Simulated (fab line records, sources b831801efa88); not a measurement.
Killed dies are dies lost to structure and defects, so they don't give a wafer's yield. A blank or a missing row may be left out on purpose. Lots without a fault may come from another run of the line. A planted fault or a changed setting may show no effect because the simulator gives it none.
One fault seen from 2 desks | flow sky130 | each desk has only its own numbers; what lay behind them comes last

THE METROLOGY DESK
What the gauges read, lot by lot, whatever tool the lot ran on: means of the sampled wafers that have a number. A lot is out of limits, marked OUT, if its mean lies more than 4 standard deviations from the usual mean; the brackets give that distance.
Columns: A = VT_ADJUST_HVTP_OVL at SKY_VT_ADJUST_HVTP_OVL_MEAS_08, usual -1.2 nm; B = VT_ADJUST_NCORE_TW at SKY_VT_ADJUST_NCORE_TW_MEAS_11, usual 219.2; C = RES_XHIGH_RS at SKY_SD_N_RS_MEAS_18, usual 333.1 ohm/sq
lot  | first seen here | A    | B                      | C
L325 | day 6 01:35     | -2.9 | 221.4                  | 334.7
L326 | day 6 08:37     | -2.9 | 220.9                  | 333.5
L329 | day 7 16:16     | -2.5 | 220.4                  | 333.8
L333 | day 8 04:10     | -1.6 | 30.2 (-99 or more) OUT | 333.0
L336 | day 8 23:49     | -1.2 | 222.0                  | 331.4
L338 | day 9 11:35     | -0.6 | 217.4                  | 332.9
L339 | day 9 18:33     | -0.8 | 216.4                  | 332.9
L341 | day 10 08:46    | -1.0 | 218.1                  | 334.4
L343 | day 10 17:44    | -2.6 | 219.3                  | 333.6
L344 | day 11 04:13    | -1.1 | 219.5                  | 333.6
L346 | day 11 11:28    | -0.4 | 219.9                  | 332.4
L347 | day 11 18:43    | -1.8 | 216.8                  | 331.4
L348 | day 12 06:38    | -2.1 | 220.2                  | 331.6
This desk's finding: out of limits on L333; first on L333, day 10 21:19 (VT_ADJUST_NCORE_TW at SKY_VT_ADJUST_NCORE_TW_MEAS_11). In limits: L325, L326, L329, L336, L338, L339, L341, L343, L344, L346, L347, L348.

THE TOOL OWNER'S DESK: plasma_asher-03
The tool's own readings at SKY_VT_ADJUST_LVTN_STRIP_20 (strips in O2/N2): means of the sampled wafers that have a number, for each lot that ran on this tool. A lot is out of limits, marked OUT, if its mean lies more than 4 standard deviations from the usual mean; the brackets give that distance.
Columns: A = drypump_motor_current_A at SKY_VT_ADJUST_LVTN_STRIP_20, usual 5.28 A; B = oes_product_au at SKY_VT_ADJUST_LVTN_STRIP_20, usual 0.716 a.u.; C = strip_time_to_endpoint_s at SKY_VT_ADJUST_LVTN_STRIP_20, usual 14.19 s
lot  | first seen here | A    | B               | C
L333 | day 9 22:45     | 5.43 | 0.911 (+41) OUT | -
L344 | day 13 04:48    | 5.45 | 0.722           | 14.21
L346 | day 13 12:57    | 5.42 | 0.718           | 14.21
L347 | day 13 21:15    | 5.52 | 0.714           | 14.15
This desk's finding: out of limits on L333; first on L333, day 9 22:45 (oes_product_au at SKY_VT_ADJUST_LVTN_STRIP_20). In limits: L344, L346, L347.

PUT TOGETHER
The tool owner's desk could have raised an alarm at day 9 22:45, on L333.
The metrology desk could have raised an alarm at day 10 21:19, on L333.
Of the lots named, all ran SKY_VT_ADJUST_LVTN_STRIP_20 on plasma_asher-03.

WHAT THE SIMULATOR HAD PUT IN
Strip aborted: plasma_asher-03, from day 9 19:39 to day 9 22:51, at SKY_VT_ADJUST_LVTN_STRIP_20. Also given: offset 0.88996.
Lots struck among those shown: L333.
Hours from the fault's start to each desk's first reading out of limits: the tool owner's desk, 3; the metrology desk, 26.
